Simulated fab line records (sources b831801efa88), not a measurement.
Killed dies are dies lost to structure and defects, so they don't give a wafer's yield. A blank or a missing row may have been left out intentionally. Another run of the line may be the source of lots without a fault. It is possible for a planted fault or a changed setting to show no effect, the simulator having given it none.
fab line records	flow gf180mcu
record: lots: 13	wafers: 39	lastDay: 34
route steps=602 shown MVSD@73 VT_IMPLANT@97 POLY_GATE@169 HV_LDD@182
lots that met no fault: taken from a fault-free run of the same line
startH: the number of hours between the record's first day and the start of the first shown wafer of the lot	waitH: hours since the lot's step before	" identical to the entry in the row above	L1.1+2: one row covering several wafers at once	- no value, or no start given	* or withheld: withheld	< > ~ a bound
route shown NAME@n: NAME is a module with steps in the file, n the number in the route of the first one	usual: mean/standard deviation of fault-free wafers	same: alike in all rows	chamber/n: place in a boat	sites: readings site by site	_std_site: standard deviation of those values	_edge_site: the outer-site mean with the inner-site mean subtracted	radiusMm: how far each site lies from the wafer's centre	mask NAME#n: copy n	behind: tool/chamber where the wafer was last shaped	hold: why the lot was held/for how many hours/how that ended	device: the transistor (n, p or np) that didn't switch	end of line: tests of these same wafers at the route's end	a step given without rows: its recipe and nothing more	killed: dies that structure and defects cost at the first sort, which is not the same as the wafer's yield	map: a wafer's dies, x killed, . not, _ none there
set.NAME: the setting the step ran with; set.NAME@STEP: the setting that earlier step ran with	model.NAME: the simulator's own value behind a step, which no gauge read
a sample of lots followed through the steps of the route, with each step as a table and each wafer as a row
services: a tool's chamber out of use, with start hour (startH, from the record's first day; less than 0 if before it), hours out, and reason
== steps ==
step: GF_MVSD_OVL_MEAS_07
usual: MVSD_OVL: -0.6/1.4
lot.wafer	tool	chamber	startH	waitH	MVSD_OVL[nm]
L187.3	overlay-01	-	90.65	-	-3.5
L187.4	"	-	"	"	1.0
L187.6	"	-	"	"	-0.6
L188.2	overlay-01	-	92.65	-	0.9
L188.3	"	-	"	"	2.4
L188.6	"	-	"	"	1.8
L189.2	overlay-02	-	99.35	-	3.7
L189.4	"	-	"	"	-0.8
L189.6	"	-	"	"	-0.6
L190.1	overlay-01	-	106.54	-	-0.8
L190.2	"	-	"	"	-0.8
L190.5	"	-	"	"	-1.1
L191.1	overlay-01	-	110.75	-	0.7
L191.3	"	-	"	"	-0.3
L191.4	"	-	"	"	1.0
L192.3	overlay-02	-	115.35	-	-1.4
L192.4	"	-	"	"	-0.5
L192.5	"	-	"	"	-1.4
L193.2	overlay-01	-	121.75	-	0.9
L193.5	"	-	"	"	0.7
L193.6	"	-	"	"	0.7
L196.1	overlay-02	-	140.44	-	0.8
L196.2	"	-	"	"	-0.1
L196.4	"	-	"	"	0.6
L197.1	overlay-02	-	145.10	-	-2.3
L197.2	"	-	"	"	-1.5
L197.6	"	-	"	"	-2.5
L200.1	overlay-02	-	163.59	-	-1.0
L200.3	"	-	"	"	0.1
L200.5	"	-	"	"	-0.1
L203.2	overlay-01	-	179.80	-	-2.6
L203.3	"	-	"	"	-2.1
L203.5	"	-	"	"	-1.8
L204.3	overlay-01	-	188.01	-	-1.6
L204.5	"	-	"	"	-1.4
L204.6	"	-	"	"	-0.7
L209.3	overlay-02	-	221.91	-	0.4
L209.4	"	-	"	"	1.3
L209.6	"	-	"	"	-0.8
step: GF_VT_IMPLANT_OVL_MEAS_07
usual: VT_IMPLANT_OVL: -0.9/1.4
lot.wafer	tool	chamber	startH	waitH	VT_IMPLANT_OVL[nm]
L187.3	overlay-01	-	120.48	0.1	1.5
L187.4	"	-	"	"	-0.1
L187.6	"	-	"	"	0.4
L188.2	overlay-02	-	122.15	0.1	-0.8
L188.3	"	-	"	"	-2.0
L188.6	"	-	"	"	-1.5
L189.2	overlay-02	-	129.10	0.1	-0.3
L189.4	"	-	"	"	-1.2
L189.6	"	-	"	"	0.1
L190.1	overlay-01	-	136.74	0.1	-4.3
L190.2	"	-	"	"	-3.0
L190.5	"	-	"	"	-1.7
L191.1	overlay-02	-	141.04	0.1	-0.7
L191.3	"	-	"	"	-0.4
L191.4	"	-	"	"	0.5
L192.3	overlay-02	-	144.83	0.1	-2.4
L192.4	"	-	"	"	-0.2
L192.5	"	-	"	"	-0.8
L193.2	overlay-02	-	152.15	0.1	1.0
L193.5	"	-	"	"	0.6
L193.6	"	-	"	"	-1.3
L196.1	overlay-01	-	173.24	0.1	1.0
L196.2	"	-	"	"	0.2
L196.4	"	-	"	"	1.0
L197.1	overlay-02	-	177.34	0.1	-1.7
L197.2	"	-	"	"	-0.8
L197.6	"	-	"	"	0.5
L200.1	overlay-01	-	197.25	0.1	-2.1
L200.3	"	-	"	"	-0.4
L200.5	"	-	"	"	0.2
L203.2	overlay-02	-	214.72	0.1	-0.1
L203.3	"	-	"	"	-0.5
L203.5	"	-	"	"	-2.1
L204.3	overlay-02	-	222.73	0.1	-0.9
L204.5	"	-	"	"	0.7
L204.6	"	-	"	"	-0.7
L209.3	overlay-01	-	258.81	0.1	-2.6
L209.4	"	-	"	"	-1.5
L209.6	"	-	"	"	-1.0
step: GF_POLY_GATE_ETCH_12
recipe: chemistry: N2/H2	targetDepthA: withheld	overetchA: withheld	timeS: withheld	target: BARC	ionEnergyEv: 200	sourceW: 500	biasW: 100	pressureMtorr: 30	n2FlowSccm: 100	h2FlowSccm: 200
usual: chamberPressureMTorr: 29.998/0.027	drypumpMotorCurrentA: 5.9/0.42	oesProductAu: 0.735/0.0041	throttleValvePct: 13.215/0.0081
lot.wafer	tool	chamber	startH	waitH	chamberPressureMTorr	drypumpMotorCurrentA	oesProductAu	throttleValvePct
L187.3	rieDiel-02	3	208.00	0.0	30.042	5.9	0.736	13.217
L187.4	"	2	"	"	29.997	5.9	0.728	13.219
L187.6	"	2	"	"	30.025	5.9	0.734	13.209
L188.2	rieDiel-03	1	208.35	0.0	30.000	6.2	0.742	13.228
L188.3	"	2	"	"	30.057	5.7	0.731	13.211
L188.6	"	2	"	"	29.973	5.7	0.738	13.221
L189.2	rieDiel-03	0	218.05	0.0	29.950	5.5	0.736	13.220
L189.4	"	3	"	"	30.015	6.5	0.737	13.201
L189.6	"	1	"	"	29.982	6.2	0.739	13.216
L190.1	rieDiel-02	1	226.45	0.0	30.037	6.7	0.743	13.232
L190.2	"	2	"	"	30.016	5.9	0.729	13.207
L190.5	"	1	"	"	29.976	6.7	0.736	13.223
L191.1	rieDiel-02	2	230.40	0.0	29.995	5.9	0.735	13.209
L191.3	"	1	"	"	29.977	6.7	0.731	13.217
L191.4	"	0	"	"	30.037	6.0	0.734	13.227
L192.3	rieDiel-02	0	234.85	0.0	30.002	5.9	0.738	13.209
L192.4	"	2	"	"	29.971	5.9	0.734	13.223
L192.5	"	0	"	"	30.012	5.9	0.734	13.210
L193.2	rieDiel-04	2	243.25	0.0	29.993	5.5	0.735	13.210
L193.5	"	1	"	"	29.991	5.9	0.736	13.206
L193.6	"	2	"	"	30.029	5.5	0.736	13.212
L196.1	rieDiel-03	2	266.90	0.0	29.987	5.7	0.742	13.226
L196.2	"	3	"	"	30.025	6.5	0.733	13.210
L196.4	"	1	"	"	30.003	6.2	0.737	13.209
L197.1	rieDiel-03	0	273.40	0.0	30.001	5.5	0.733	13.230
L197.2	"	2	"	"	29.985	5.7	0.742	13.220
L197.6	"	1	"	"	30.033	6.2	0.731	13.213
L200.1	rieDiel-02	1	295.15	0.0	30.055	6.7	0.729	13.218
L200.3	"	0	"	"	30.006	6.0	0.735	13.197
L200.5	"	2	"	"	29.974	5.9	0.726	13.222
L203.2	rieDiel-04	0	315.95	0.0	29.957	5.7	0.740	13.221
L203.3	"	1	"	"	30.011	5.9	0.739	13.220
L203.5	"	1	"	"	30.064	5.9	0.725	13.213
L204.3	rieDiel-02	3	325.40	0.0	29.970	5.9	0.739	13.215
L204.5	"	0	"	"	30.020	6.0	0.733	13.214
L204.6	"	1	"	"	29.996	6.7	0.737	13.215
L209.3	rieDiel-04	2	366.75	0.0	29.997	5.5	0.730	13.202
L209.4	"	0	"	"	30.014	5.8	0.736	13.214
L209.6	"	3	"	"	29.991	5.0	0.736	13.222
step: GF_HV_LDD_DEVELOP_06
recipe: developTimeS: 60	devTempC: 23
usual: developerTempC: 23.00/0.1	resistLineTempC: 22.99/0.096
same: developTimeS: 60
lot.wafer	tool	chamber	startH	waitH	developerTempC	resistLineTempC
L187.3	lithoTrack-03	0	227.44	0.1	23.15	22.96
L187.4	"	0	"	"	23.14	23.09
L187.6	"	0	"	"	23.09	23.00
L188.2	lithoTrack-04	0	227.59	0.1	22.85	22.88
L188.3	"	0	"	"	23.00	23.00
L188.6	"	0	"	"	22.80	22.88
L189.2	lithoTrack-04	0	238.24	0.1	23.03	23.14
L189.4	"	0	"	"	22.90	22.99
L189.6	"	0	"	"	22.94	23.17
L190.1	lithoTrack-03	0	246.29	0.1	23.10	22.96
L190.2	"	0	"	"	22.88	23.09
L190.5	"	0	"	"	22.90	22.98
L191.1	lithoTrack-04	0	250.86	0.1	22.93	22.96
L191.3	"	0	"	"	22.93	22.88
L191.4	"	0	"	"	23.13	22.87
L192.3	lithoTrack-03	0	254.49	0.1	22.83	22.93
L192.4	"	0	"	"	22.95	22.82
L192.5	"	0	"	"	22.94	22.85
L193.2	lithoTrack-01	0	263.27	0.1	22.82	23.16
L193.5	"	0	"	"	22.94	22.87
L193.6	"	0	"	"	22.83	22.94
L196.1	lithoTrack-03	0	288.99	0.1	23.01	22.83
L196.2	"	0	"	"	23.04	22.98
L196.4	"	0	"	"	22.98	22.95
L197.1	lithoTrack-03	0	293.94	0.1	20.62	22.94
L197.2	"	0	"	"	20.59	22.93
L197.6	"	0	"	"	20.67	23.02
L200.1	lithoTrack-03	0	316.99	0.1	20.72	22.92
L200.3	"	0	"	"	20.72	22.97
L200.5	"	0	"	"	20.72	23.09
L203.2	lithoTrack-04	0	340.34	0.1	22.95	22.91
L203.3	"	0	"	"	23.03	22.87
L203.5	"	0	"	"	23.03	22.85
L204.3	lithoTrack-04	0	348.51	0.1	23.01	22.99
L204.5	"	0	"	"	23.10	23.04
L204.6	"	0	"	"	23.14	23.10
L209.3	lithoTrack-03	0	395.74	0.1	23.18	23.10
L209.4	"	0	"	"	23.12	22.91
L209.6	"	0	"	"	23.07	23.03
step: GF_HV_LDD_CD_MEAS_07
recipe: targetCdNm: 400
usual: cdNm: 399.9/2.2
lot.wafer	tool	chamber	startH	waitH	cdNm
L187.3	cdSem-01	-	227.58	0.1	398.9
L187.4	"	-	"	"	400.2
L187.6	"	-	"	"	397.4
L188.2	cdSem-02	-	227.74	0.1	400.6
L188.3	"	-	"	"	402.3
L188.6	"	-	"	"	401.7
L189.2	cdSem-02	-	238.38	0.1	397.4
L189.4	"	-	"	"	400.8
L189.6	"	-	"	"	400.4
L190.1	cdSem-02	-	246.44	0.1	397.4
L190.2	"	-	"	"	400.7
L190.5	"	-	"	"	399.8
L191.1	cdSem-01	-	251.01	0.1	398.7
L191.3	"	-	"	"	401.1
L191.4	"	-	"	"	398.7
L192.3	cdSem-01	-	254.63	0.1	399.8
L192.4	"	-	"	"	397.3
L192.5	"	-	"	"	397.1
L193.2	cdSem-01	-	263.41	0.1	400.7
L193.5	"	-	"	"	399.0
L193.6	"	-	"	"	400.6
L196.1	cdSem-02	-	289.14	0.1	397.9
L196.2	"	-	"	"	398.7
L196.4	"	-	"	"	401.0
L197.1	cdSem-01	-	294.09	0.1	407.6
L197.2	"	-	"	"	406.3
L197.6	"	-	"	"	406.1
L200.1	cdSem-02	-	317.14	0.1	405.5
L200.3	"	-	"	"	408.1
L200.5	"	-	"	"	406.2
L203.2	cdSem-02	-	340.48	0.1	400.5
L203.3	"	-	"	"	402.6
L203.5	"	-	"	"	401.9
L204.3	cdSem-01	-	348.65	0.1	401.0
L204.5	"	-	"	"	401.8
L204.6	"	-	"	"	402.4
L209.3	cdSem-02	-	395.88	0.1	401.7
L209.4	"	-	"	"	402.1
L209.6	"	-	"	"	404.3
== services ==
tool	chamber	startH	hours	kind
rieDiel-04	3	189.04	-	clean
rieDiel-04	3	189.04	15.5	scheduledDown
rieDiel-04	3	189.04	15.5	ventCycle
rieDiel-03	-	224.24	0.5	repair
rieDiel-03	0	248.23	18.9	repair
rieDiel-02	2	253.72	3.4	repair
rieDiel-04	2	264.06	3.1	repair
rieDiel-02	3	295.20	-	clean
rieDiel-02	3	295.20	20.2	scheduledDown
rieDiel-02	3	295.20	20.2	ventCycle
rieDiel-04	-	299.21	1.0	repair
rieDiel-03	0	299.30	18.2	repair
rieDiel-02	-	306.25	14.6	pm
rieDiel-04	1	316.33	14.3	repair
rieDiel-03	-	324.10	15.9	repair
rieDiel-02	3	335.26	1.7	repair
rieDiel-04	2	342.12	-	clean
rieDiel-04	2	342.12	16.4	scheduledDown
rieDiel-04	2	342.12	16.4	ventCycle
rieDiel-03	1	348.33	13.0	repair
rieDiel-03	3	377.06	5.9	repair
rieDiel-04	3	384.56	1.7	repair
lithoTrack-03	-	395.58	-	consumableReplace:filter
== key ==
firstSign: step: GF_HV_LDD_DEVELOP_06	reading: developerTempC	direction: down	sigmas: 23	usual: *	struck: *
effect: step: GF_HV_LDD_CD_MEAS_07	reading: cdNm	direction: up	sigmas: 3.1	usual: 399.9	struck: 406.7	through: controlLoop
metAt GF_HV_LDD_DEVELOP_06
struckLots L197,L200
testerLeftOut L197,L200
loopTrim: step: GF_HV_LDD_EXPOSE_04	setting: dose	lots: L200
notActingAt GF_MVSD_OVL_MEAS_07,GF_VT_IMPLANT_OVL_MEAS_07,GF_POLY_GATE_ETCH_12
onsetBetween 288.99 293.94
fault: kind: processParameterDrift	tool: lithoTrack-03	chamber: -	onsetH: 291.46	steps: GF_HV_LDD_DEVELOP_06	channel: devTempC	offset: *	shape: step	endH: 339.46	actsIn: *	stated: *
testerLeftOut: of these lots the tester's yield and bins aren't shown, on N5 and GAA mostly nor the transistor test; their killed dies are dies lost to structure and defects alone, not to doping, threshold or leakage, so they don't give the yield
loopTrim: a control loop set the setting to another value than it would have without faults
